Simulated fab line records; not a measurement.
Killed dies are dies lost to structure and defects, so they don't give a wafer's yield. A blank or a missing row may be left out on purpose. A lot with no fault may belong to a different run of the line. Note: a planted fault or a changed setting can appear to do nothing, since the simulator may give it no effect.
A lot that was struck, set against a sound lot | flow sky130 | 14 steps out of a route of 708
Sound: these wafers, L885.1, L885.4, L885.6. Wafers struck: L889.2, L889.3, L889.5. At the end, the cause is stated.
Per side, at each step with rows, come the tool, then ch with its chambers, and then its first start. Under that, the readings that differ: sound wafers | struck wafers | difference of the means | sigmas: that difference in standard deviations of wafers without a fault.
alike: same words and numbers on both sides, and readings whose means sit less than 2 such deviations apart. not compared: any withheld reading, any reading some wafer has no value for, any bound like >300 that may hide the same value, and any number with overlapping values for which the record gives no deviation.
The two part at a step that has a row with sigmas, a row that says differs or no value, or rows on one side only. When numbers do not overlap yet have no deviation, they are printed without sigmas and do not part them. A reading that every wafer of one side lacks parts them only if that side has two wafers or more.

SKY_FIELD_ISO_BOW_MEAS_00:
  sound on film-metro-03 at day 3 02:00; struck on film-metro-02 at day 3 22:01
  alike: INCOMING_BOW
then, 1 step without rows for these wafers: SKY_FIELD_ISO_OXIDATION_01 (stabilise 600 s, purge 300 s, target thk 12 nm).
SKY_FIELD_ISO_THK_MEAS_02:
  sound on film-metro-02 at day 3 04:20; struck on film-metro-03 at day 4 00:26
  reading                         | sound          | struck         | difference | sigmas
  FIELD_ISO_OXIDATION_00_THK (nm) | 12.0 11.9 12.1 | 11.3 11.3 11.3 | -0.7       | -2
then, 1 step without rows for these wafers: SKY_FIELD_ISO_CVD_03 (deposits Si3N4 from DCS/NH3, target thk 165 nm, time 2830 s).
SKY_FIELD_ISO_THK_MEAS_04:
  sound on film-metro-03 at day 3 06:11; struck on film-metro-03 at day 4 02:19
  alike: FIELD_ISO_CVD_03_THK
then, 7 steps without rows for these wafers: SKY_FIELD_ISO_DEHYDRATE_05 (time 60 s); SKY_FIELD_ISO_HMDS_06 (prime time 60 s); SKY_FIELD_ISO_COAT_07 (resist thk 60 nm); SKY_FIELD_ISO_COAT_08 (resist thk 450 nm); SKY_FIELD_ISO_SOFTBAKE_09 (time 90 s); SKY_FIELD_ISO_EXPOSE_10 (exposes mask FOM, target cd 150 nm); SKY_FIELD_ISO_PEB_11.
SKY_FIELD_ISO_DEVELOP_12: develop time 60 s.
  struck on litho-track-02, day 4 20:00; sound on litho-track-02 ch 0, day 3 22:00
  no value came back on the struck wafers for chill-plate-temp-C (C), develop-time-s (s); on the sound wafers chill-plate-temp-C (C) reads 23.16 23.09 23.03
  reading                                          | sound             | struck        | difference | sigmas
  model.KrF-thick_of_FIELD_ISO_COAT_08.thk-nm (nm) | 434.6 435.6 435.8 | 449.5 449 449 | +13.8      |
SKY_FIELD_ISO_CD_MEAS_13: the cd target is 150 nm.
  sound on cd-sem-01 at day 3 22:25; struck on cd-sem-02 at day 4 20:32
  reading    | sound             | struck | difference                    | sigmas
  cd-nm (nm) | 149.8 150.5 149.8 | - - -  | no value on the struck wafers |

## WHERE THEY PART
At SKY_FIELD_ISO_THK_MEAS_02 first; at SKY_FIELD_ISO_CD_MEAS_13 last (within this record only).

WHY: what the simulator had put in
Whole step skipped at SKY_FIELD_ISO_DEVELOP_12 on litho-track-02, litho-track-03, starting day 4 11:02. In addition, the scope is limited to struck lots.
